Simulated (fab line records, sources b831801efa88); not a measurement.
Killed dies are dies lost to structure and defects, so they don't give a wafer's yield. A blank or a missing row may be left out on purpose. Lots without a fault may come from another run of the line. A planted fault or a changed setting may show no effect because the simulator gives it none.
fab line records | flow gf180mcu
record lots=6 wafers=14 last_day=34
route steps=602 shown V4@492 MIM@503
lots that met no fault: from a run of the same line without faults
start_h: hours from the record's first day to the start of the lot's first wafer shown | wait_h: hours since the lot's step before | " the same as in the row above | L1.1+2: a row that stands for several wafers | - no value, or no start given | * or withheld: withheld | < > ~ a bound
route shown NAME@n: a module of which the file shows steps, and the number in the route of the first | usual: mean/standard deviation of fault-free wafers | same: alike in all rows | chamber/n: place in a boat | sites: the reading at each site | _std_site: their standard deviation | _edge_site: outer sites' mean less inner sites' | radius_mm: how far each site lies from the wafer's centre | mask NAME#n: copy n | behind: the tool/chamber that last shaped the wafer | hold: why the lot was held/for how many hours/how that ended | device: the transistor (n, p or np) that didn't switch | end of line: the same wafers' tests at the end of the route | a step without rows: its recipe alone | killed: dies lost to structure and defects at the first sort, not the wafer's yield | map: a wafer's dies, x killed, . not, _ none there
set.NAME: the setting as run; set.NAME@STEP: as run at that earlier step | model.NAME: the simulator's own value behind a step, which no gauge read
lots at some steps of the route; a table a step, a row a wafer
services: from which hour (start_h, from the record's first day; less than 0 if before it) a tool's chamber was out of use, for how many hours, and why
## steps
# step GF_V4_ETCH_16
# recipe chemistry=N2/H2 target_depth_a=withheld overetch_a=withheld time_s=withheld target=BARC ion_energy_ev=200 source_w=500 bias_w=100 pressure_mtorr=30 n2_flow_sccm=100 h2_flow_sccm=200
# usual drypump_motor_current_A=5.7/0.45 oes_product_au=0.855/0.0052 throttle_valve_pct=13.225/0.0086
# columns lot.wafer tool chamber start_h wait_h drypump_motor_current_A oes_product_au throttle_valve_pct
L124.1 rie_diel-01 3 591.24 0.0 5.3 0.872 13.224
L124.4 " 2 " " 5.1 0.863 13.236
L124.6 " 3 " " 5.3 0.859 13.229
L126.2 rie_diel-01 1 607.41 0.0 5.6 0.842 13.218
L126.5 " 3 " " 5.3 0.839 13.232
L126.6 " 0 " " 5.5 0.852 13.227
L136.4 rie_diel-01 0 685.53 0.0 5.5 0.851 13.224
L138.5 rie_diel-03 1 695.57 0.0 5.8 0.857 13.229
L143.4 rie_diel-03 1 726.68 0.0 5.8 0.856 13.223
L143.5 " 0 " " 6.5 0.854 13.233
L143.6 " 1 " " 5.8 0.859 13.212
L144.1 rie_diel-03 2 733.21 0.0 5.8 0.853 13.211
L144.3 " 3 " " 5.4 0.866 13.223
L144.4 " 0 " " 6.5 0.849 13.224
# step GF_V4_ETCH_17
# recipe chemistry=C4F8/O2/Ar mask_material=KrF target=SiO2 stop_on=TiN source_w=1500 bias_w=1200 pressure_mtorr=40 c4f8_flow_sccm=withheld O2_flow_sccm=6 Ar_flow_sccm=300 time_s=withheld target_depth_a=6300
# usual oes_product_au=0.856/0.0045
# columns lot.wafer tool chamber start_h wait_h oes_product_au
L124.1 rie_diel-01 3 - - 0.862
L124.4 " 2 " " 0.857
L124.6 " 3 " " 0.855
L126.2 rie_diel-01 1 - - 0.858
L126.5 " 3 " " 0.859
L126.6 " 0 " " 0.858
L136.4 rie_diel-01 0 - - 0.850
L138.5 rie_diel-03 1 - - 0.857
L143.4 rie_diel-03 1 - - 0.854
L143.5 " 0 " " 0.856
L143.6 " 1 " " 0.853
L144.1 rie_diel-03 2 - - 0.861
L144.3 " 3 " " 0.860
L144.4 " 0 " " 0.843
# step GF_V4_STRIP_18
# recipe chemistry=O2/N2 power_w=1400 pressure_mtorr=1500 platen_temp_c=250 o2_flow_sccm=3000 n2_flow_sccm=300 overash_fraction=0.5
# usual drypump_motor_current_A=5.52/0.3 heater_power_w=329/15 oes_product_au=0.593/0.0051
# columns lot.wafer tool chamber start_h wait_h drypump_motor_current_A heater_power_w oes_product_au rf_hours_counter_h
L124.1 plasma_asher-04 0 591.36 - 5.67 334 0.600 50
L124.4 " 1 " " 5.36 356 0.605 -
L124.6 " 0 " " 5.65 335 0.577 -
L126.2 plasma_asher-01 1 607.54 - 5.07 336 0.590 84
L126.5 " 1 " " 5.07 341 0.579 -
L126.6 " 0 " " 5.68 320 0.589 -
L136.4 plasma_asher-03 0 685.70 - 5.25 322 0.589 -
L138.5 plasma_asher-04 0 695.74 - 5.68 325 0.586 -
L143.4 plasma_asher-04 1 726.85 - 5.37 351 0.592 -
L143.5 " 1 " " 5.38 353 0.597 -
L143.6 " 0 " " 5.62 336 0.590 -
L144.1 plasma_asher-04 1 733.33 - 5.39 362 0.599 64
L144.3 " 1 " " 5.39 341 0.591 -
L144.4 " 0 " " 5.69 323 0.592 -
# step GF_V4_STRIP_19
# recipe chemistry=post_etch_residue_remover time_s=1200 temp_c=72.5
# step GF_V4_CLEAN_20
# recipe chemistry=DIW dry=n2_spin
# step GF_V4_SPUTTER_21
# recipe material=Ti target_thk_nm=15 chamber_pressure_pa=5 power_w=2500 substrate_temp_c=200 time_s=80.02
# step GF_V4_SPUTTER_22
# recipe material=TiN target_thk_nm=10 chamber_pressure_pa=5 power_w=4000 time_s=40
# step GF_V4_CVD_23
# recipe material=W target_thk_nm=350 time_s=104.9 temp_c=400 pressure_torr=40
# usual heater_power_outer_w=519/49 heater_power_w=837/65
# columns lot.wafer tool chamber start_h wait_h heater_power_outer_w heater_power_w
L124.1 cvd_w-01 1 592.00 0.0 539 845
L124.4 " 1 " " 537 851
L124.6 " 1 " " 541 839
L126.2 cvd_w-02 1 608.18 0.0 437 733
L126.5 " 1 " " 441 725
L126.6 " 0 " " 569 834
L136.4 cvd_w-02 0 686.33 0.1 552 844
L138.5 cvd_w-02 0 696.41 0.1 548 862
L143.4 cvd_w-01 1 727.49 0.0 550 882
L143.5 " 1 " " 532 847
L143.6 " 0 " " 539 933
L144.1 cvd_w-01 0 734.00 0.0 540 918
L144.3 " 0 " " 546 916
L144.4 " 1 " " 539 881
# step GF_V4_RS_MEAS_24
# recipe thk_meas_gauge=four-point-probe reads=W_of_V4_CVD_23+TiN_of_V4_SPUTTER_22+Ti_of_V4_SPUTTER_21
# usual V4_W_RS=0.328/0.0045
# columns lot.wafer tool chamber start_h wait_h V4_W_RS[ohm/sq]
L124.1 film_metro-02 - 592.11 0.1 0.320
L124.4 " - " " 0.316
L124.6 " - " " 0.316
L126.2 film_metro-01 - 608.31 0.1 0.333
L126.5 " - " " 0.328
L126.6 " - " " 0.337
L136.4 film_metro-02 - 686.47 0.1 0.325
L138.5 film_metro-01 - 696.53 0.1 0.329
L143.4 film_metro-02 - 727.63 0.1 0.320
L143.5 " - " " 0.323
L143.6 " - " " 0.329
L144.1 film_metro-02 - 734.11 0.1 0.327
L144.3 " - " " 0.329
L144.4 " - " " 0.322
# step GF_V4_THK_MEAS_25
# recipe thk_meas_gauge=xrf reads=W_of_V4_CVD_23
# usual V4_W_THK=341/4.9
# columns lot.wafer tool chamber start_h wait_h V4_W_THK[nm]
L124.1 film_metro-02 - 592.23 0.1 345
L124.4 " - " " 350
L124.6 " - " " 351
L126.2 film_metro-01 - 608.42 0.1 338
L126.5 " - " " 343
L126.6 " - " " 334
L136.4 film_metro-02 - 686.56 0.1 341
L138.5 film_metro-01 - 696.61 0.1 346
L143.4 film_metro-02 - 727.72 0.1 348
L143.5 " - " " 342
L143.6 " - " " 336
L144.1 film_metro-02 - 734.23 0.1 340
L144.3 " - " " 339
L144.4 " - " " 345
# step GF_V4_CMP_26
# recipe stop_on=SiO2 down_force_psi=3.5 platen_rpm=60 t_overpolish_s=15 target_thk_nm=0 pad_velocity_m_s=0.94248
# usual motor_current_A=10.9/1.3 overpolish_run_s=14.999/0.009 time_to_endpoint_s=86/4.3
# columns lot.wafer tool chamber start_h wait_h motor_current_A overpolish_run_s time_to_endpoint_s
L124.4 cmp-01 3 592.34 0.1 9.4 15.010 87
L124.1 " 1 " " 9.7 14.994 93
L124.6 " 3 " " 9.5 15.006 87
L126.2 cmp-02 2 608.52 0.1 13.1 15.004 89
L126.6 " 1 " " 10.3 14.995 87
L126.5 " 2 " " 13.5 14.995 90
L136.4 cmp-01 1 686.59 0.0 9.8 14.987 94
L138.5 cmp-02 1 696.88 0.3 10.2 15.003 87
L143.4 cmp-02 0 727.85 0.1 10.3 14.992 85
L143.5 " 2 " " 13.4 14.992 93
L143.6 " 3 " " 10.8 15.006 85
L144.4 cmp-02 0 734.50 0.2 10.7 15.006 89
L144.3 " 1 " " 10.7 14.984 93
L144.1 " 2 " " 12.8 14.996 92
# step GF_MIM_SPUTTER_00
# recipe material=Ti target_thk_nm=37.5 arriving_ion_energy_ev=80 substrate_temp_c=200 chamber_pressure_pa=2 power_w=4000 time_s=150
# step GF_MIM_SPUTTER_01
# recipe material=TiN target_thk_nm=30 power_w=6500 time_s=25 chamber_pressure_pa=0.4
# usual cathode_dc_power_W=6500.1/1.2 throttle_valve_pct=29.8/0.74
# columns lot.wafer tool chamber start_h wait_h cathode_dc_power_W throttle_valve_pct model.TiN_of_MIM_SPUTTER_01.thk_nm
L124.1 pvd_sputter-01 - 592.69 0.1 6500.6 30.8 30.56
L124.4 " - " " 6502.6 29.0 30.57
L124.6 " - " " 6500.2 28.9 30.65
L126.2 pvd_sputter-04 - 608.87 0.1 6499.8 30.1 29.81
L126.5 " - " " 6500.6 31.0 30.18
L126.6 " - " " 6498.2 30.2 29.98
L136.4 pvd_sputter-01 - 686.99 0.1 7619.9 28.9 35.15
L138.5 pvd_sputter-01 - 697.05 0.0 7619.4 29.0 35.34
L143.4 pvd_sputter-04 - 728.15 0.1 6500.1 28.7 29.94
L143.5 " - " " 6502.0 30.5 30.11
L143.6 " - " " 6498.4 28.6 29.87
L144.1 pvd_sputter-04 - 734.85 0.1 6499.7 30.4 30.37
L144.3 " - " " 6500.3 30.0 30.08
L144.4 " - " " 6500.3 30.7 30.66
# step GF_MIM_SPUTTER_02
# recipe material=AlCu target_thk_nm=450 power_w=10600 time_s=23.9 chamber_pressure_pa=0.4
## services
# columns tool chamber start_h hours kind
cmp-01 - 568.57 0.4 repair
rie_diel-01 0 570.45 8.6 repair
cmp-02 - 572.27 4.0 pm
cvd_w-02 0 574.58 5.0 repair
cvd_w-01 1 585.50 2.0 repair
cvd_w-02 0 589.89 12.5 repair
rie_diel-03 3 597.52 3.3 repair
rie_diel-03 - 604.15 0.6 repair
rie_diel-01 0 608.86 3.0 repair
cmp-02 - 624.34 3.9 repair
rie_diel-01 - 632.37 0.4 repair
cvd_w-02 - 636.24 1.9 repair
cvd_w-01 - 640.01 0.8 repair
rie_diel-03 - 641.43 0.7 repair
cmp-01 - 649.83 2.7 repair
rie_diel-03 3 669.23 5.5 repair
cvd_w-02 1 670.69 11.1 repair
plasma_asher-04 - 678.82 14.6 pm
cvd_w-02 - 701.48 2.8 pm
rie_diel-03 1 707.93 6.8 repair
rie_diel-03 0 713.16 5.8 repair
rie_diel-03 3 714.38 5.1 repair
rie_diel-03 1 720.83 1.9 repair
cmp-01 - 728.68 2.3 repair
## key
first_sign step=GF_MIM_SPUTTER_01 reading=cathode_dc_power_W direction=up sigmas=99+ usual=6500.1 struck=7619.7
effect none on later readings
model_effect step=GF_MIM_SPUTTER_01 value=TiN_of_MIM_SPUTTER_01.thk_nm without=30.08 struck=35.25
met_at GF_MIM_SPUTTER_01
struck_wafers L136.4,L138.5
rows_end L136.4
sort_left_out L138.5
tester_left_out L138
earlier_fault kind=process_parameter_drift tool=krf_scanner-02 chamber=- onset_h=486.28 steps=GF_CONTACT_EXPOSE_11 channel=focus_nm offset=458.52 spread_by_wafer=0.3 shape=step end_h=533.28
fault kind=process_parameter_drift tool=pvd_sputter-01 chamber=- onset_h=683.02 steps=GF_MIM_SPUTTER_01 channel=power_w offset=1120.7 shape=step acts_in=these_recipes_only stated=6500 scope=struck_wafers_only
# tester_left_out: of these lots the tester's yield and bins aren't shown, on N5 and GAA mostly nor the transistor test; their killed dies are dies lost to structure and defects alone, not to doping, threshold or leakage, so they don't give the yield
# sort_left_out: the simulated sort isn't trusted on such a fault, so these wafers' sort isn't shown, and their yield isn't known
# rows_end: these wafers met a further fault down the route, and their rows from its step on are left out
